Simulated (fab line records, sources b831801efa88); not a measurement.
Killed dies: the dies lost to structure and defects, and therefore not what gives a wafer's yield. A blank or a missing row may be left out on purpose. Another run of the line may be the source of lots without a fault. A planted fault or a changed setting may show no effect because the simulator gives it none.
Split-lot study / flow sfq-line / route with 325 steps; 5 lots, 23 wafers read

## ON THE SPLIT
At SFQ_TRILAYER_I1_VIA_BARC_OPEN_VIA_ETCH_071 (etches BARC in O2, target depth 125 nm, time 41.7 s), the setting time-s was moved away from the recipe's 41.7 s on 10 of the 23 wafers read, by -9.7% to +14.1%. All remaining wafers had this setting at the recipe value.

No step appears in the file between the split and the reading.

## THE READING
KrF_of_TRILAYER_I1_VIA_LITHO_COAT_049.thk-nm (the simulator's own value, which no gauge read), in nm, at SFQ_TRILAYER_I1_VIA_ETCH_VIA_ETCH_052 (etches SiO2 in CHF3, stops on Nb, target depth 260 nm). No usual value for it is given in the file. The 13 wafers here that ran the recipe average 527.1 nm, standard deviation 3.6 nm.

wafer=L074.1; tool, chamber at the split=rie-diel-02, 0,1; time-s as run, s=41.7; against the recipe=recipe; KrF_of_TRILAYER_I1_VIA_LITHO_COAT_049.thk-nm, nm=525.1; against lot-mates on the recipe=-
wafer=L074.2; tool, chamber at the split=rie-diel-02, 3; time-s as run, s=41.7; against the recipe=recipe; KrF_of_TRILAYER_I1_VIA_LITHO_COAT_049.thk-nm, nm=520.5; against lot-mates on the recipe=-
wafer=L074.3; tool, chamber at the split=rie-diel-02, 2; time-s as run, s=37.64; against the recipe=-9.7%; KrF_of_TRILAYER_I1_VIA_LITHO_COAT_049.thk-nm, nm=530.6; against lot-mates on the recipe=+7.2
wafer=L074.4; tool, chamber at the split=rie-diel-02, 0,1; time-s as run, s=41.7; against the recipe=recipe; KrF_of_TRILAYER_I1_VIA_LITHO_COAT_049.thk-nm, nm=524.7; against lot-mates on the recipe=-
wafer=L074.6; tool, chamber at the split=rie-diel-02, 2; time-s as run, s=37.64; against the recipe=-9.7%; KrF_of_TRILAYER_I1_VIA_LITHO_COAT_049.thk-nm, nm=530.9; against lot-mates on the recipe=+7.5
wafer=L076.1; tool, chamber at the split=rie-diel-01, 1; time-s as run, s=41.7; against the recipe=recipe; KrF_of_TRILAYER_I1_VIA_LITHO_COAT_049.thk-nm, nm=527.5; against lot-mates on the recipe=-
wafer=L076.2; tool, chamber at the split=rie-diel-01, 3; time-s as run, s=47.24; against the recipe=+13.3%; KrF_of_TRILAYER_I1_VIA_LITHO_COAT_049.thk-nm, nm=520.4; against lot-mates on the recipe=-7.8
wafer=L076.6; tool, chamber at the split=rie-diel-01, 2; time-s as run, s=47.24; against the recipe=+13.3%; KrF_of_TRILAYER_I1_VIA_LITHO_COAT_049.thk-nm, nm=520.4; against lot-mates on the recipe=-7.8
wafer=L076.3; tool, chamber at the split=rie-diel-01, 2; time-s as run, s=47.24; against the recipe=+13.3%; KrF_of_TRILAYER_I1_VIA_LITHO_COAT_049.thk-nm, nm=519.6; against lot-mates on the recipe=-8.6
wafer=L076.5; tool, chamber at the split=rie-diel-01, 1; time-s as run, s=41.7; against the recipe=recipe; KrF_of_TRILAYER_I1_VIA_LITHO_COAT_049.thk-nm, nm=528.9; against lot-mates on the recipe=-
wafer=L080.1; tool, chamber at the split=rie-diel-03, 2; time-s as run, s=41.7; against the recipe=recipe; KrF_of_TRILAYER_I1_VIA_LITHO_COAT_049.thk-nm, nm=524.2; against lot-mates on the recipe=-
wafer=L080.2; tool, chamber at the split=rie-diel-03, 1; time-s as run, s=45.06; against the recipe=+8.1%; KrF_of_TRILAYER_I1_VIA_LITHO_COAT_049.thk-nm, nm=518.1; against lot-mates on the recipe=-6.5
wafer=L080.3; tool, chamber at the split=rie-diel-03, 3; time-s as run, s=41.7; against the recipe=recipe; KrF_of_TRILAYER_I1_VIA_LITHO_COAT_049.thk-nm, nm=523.5; against lot-mates on the recipe=-
wafer=L080.4; tool, chamber at the split=rie-diel-03, 1; time-s as run, s=45.06; against the recipe=+8.1%; KrF_of_TRILAYER_I1_VIA_LITHO_COAT_049.thk-nm, nm=520.8; against lot-mates on the recipe=-3.8
wafer=L080.5; tool, chamber at the split=rie-diel-03, 3; time-s as run, s=41.7; against the recipe=recipe; KrF_of_TRILAYER_I1_VIA_LITHO_COAT_049.thk-nm, nm=526.2; against lot-mates on the recipe=-
wafer=L081.1; tool, chamber at the split=rie-diel-02, 3; time-s as run, s=41.7; against the recipe=recipe; KrF_of_TRILAYER_I1_VIA_LITHO_COAT_049.thk-nm, nm=533.9; against lot-mates on the recipe=-
wafer=L081.2; tool, chamber at the split=rie-diel-02, 0; time-s as run, s=41.7; against the recipe=recipe; KrF_of_TRILAYER_I1_VIA_LITHO_COAT_049.thk-nm, nm=531.4; against lot-mates on the recipe=-
wafer=L081.4; tool, chamber at the split=rie-diel-02, 0; time-s as run, s=47.59; against the recipe=+14.1%; KrF_of_TRILAYER_I1_VIA_LITHO_COAT_049.thk-nm, nm=526.9; against lot-mates on the recipe=-5.8
wafer=L081.5; tool, chamber at the split=rie-diel-02, 3; time-s as run, s=47.59; against the recipe=+14.1%; KrF_of_TRILAYER_I1_VIA_LITHO_COAT_049.thk-nm, nm=524.6; against lot-mates on the recipe=-8.0
wafer=L081.6; tool, chamber at the split=rie-diel-02, 2; time-s as run, s=47.59; against the recipe=+14.1%; KrF_of_TRILAYER_I1_VIA_LITHO_COAT_049.thk-nm, nm=525.2; against lot-mates on the recipe=-7.4
wafer=L082.1; tool, chamber at the split=rie-diel-02, 2; time-s as run, s=41.7; against the recipe=recipe; KrF_of_TRILAYER_I1_VIA_LITHO_COAT_049.thk-nm, nm=525.7; against lot-mates on the recipe=-
wafer=L082.2; tool, chamber at the split=rie-diel-02, 0; time-s as run, s=41.7; against the recipe=recipe; KrF_of_TRILAYER_I1_VIA_LITHO_COAT_049.thk-nm, nm=528.8; against lot-mates on the recipe=-
wafer=L082.4; tool, chamber at the split=rie-diel-02, 0; time-s as run, s=41.7; against the recipe=recipe; KrF_of_TRILAYER_I1_VIA_LITHO_COAT_049.thk-nm, nm=531.3; against lot-mates on the recipe=-
When a row names more than one chamber, that row covers several wafers, and the file does not tell which wafer ran in which chamber.

THE FIT
A straight line over all 23 wafers: KrF_of_TRILAYER_I1_VIA_LITHO_COAT_049.thk-nm changes by -0.357 nm for each +1% of time-s; r = -0.60; the points scatter about the line by 3.6 nm.
The same after taking each lot's own level away (the mean of its wafers on the recipe; 23 wafers): -0.6 nm for each +1%; r = -0.94; scatter 1.6 nm.
According to that fit, moving time-s by its largest amount changes the reading by 8.5 nm.
The lots' own levels span 523.43 to 532.65 nm, that is 2.6 times the standard deviation above.
So the lot-to-lot level blurs the effect unless lot-mates are compared.
Check: with one of the wafers moved furthest among these (+14.1%) left out of the fit, the line predicts -8.61 nm for it against its lot-mates. Against them it came out at -5.75 nm.

## THE OTHER SPLITS THESE WAFERS WENT THROUGH
Note: prior to the reading, these wafers also went through further splits. Each is held against what the fit with the lots' levels taken away leaves over:
other split on the same wafers=SFQ_TRILAYER_M1_LITHO_COAT_044 resist-thk-nm; wafers away from the commonest value=11; r with KrF_of_TRILAYER_I1_VIA_LITHO_COAT_049.thk-nm (lot level and that fit taken away)=-0.01
other split on the same wafers=SFQ_TRILAYER_M1_ETCH_METAL_ETCH_042 icp-w; wafers away from the commonest value=10; r with KrF_of_TRILAYER_I1_VIA_LITHO_COAT_049.thk-nm (lot level and that fit taken away)=-0.09
other split on the same wafers=SFQ_TRILAYER_I1_VIA_LITHO_COAT_054 resist-thk-nm; wafers away from the commonest value=7; r with KrF_of_TRILAYER_I1_VIA_LITHO_COAT_049.thk-nm (lot level and that fit taken away)=-0.06

## THE WHOLE CHAIN: every reading that the file lists as answering this split, in the file's order
step=SFQ_TRILAYER_I1_VIA_BARC_OPEN_VIA_ETCH_071; what it does=etches BARC in O2, target depth 125 nm, time 41.7 s; reading=KrF_of_TRILAYER_I1_VIA_LITHO_COAT_049.thk-nm (the simulator's own value, which no gauge read); change (the file's fit)=-0.558 nm for each +1% of the setting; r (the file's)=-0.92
step=SFQ_TRILAYER_I1_VIA_ETCH_VIA_ETCH_052; what it does=etches SiO2 in CHF3, stops on Nb, target depth 260 nm; reading=KrF_of_TRILAYER_I1_VIA_LITHO_COAT_049.thk-nm (the simulator's own value, which no gauge read); change (the file's fit)=-0.598 nm for each +1% of the setting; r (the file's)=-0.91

## THE FILE'S OWN FIT
KrF_of_TRILAYER_I1_VIA_LITHO_COAT_049.thk-nm changes by -0.598 nm for each +1% of time-s, r = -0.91.
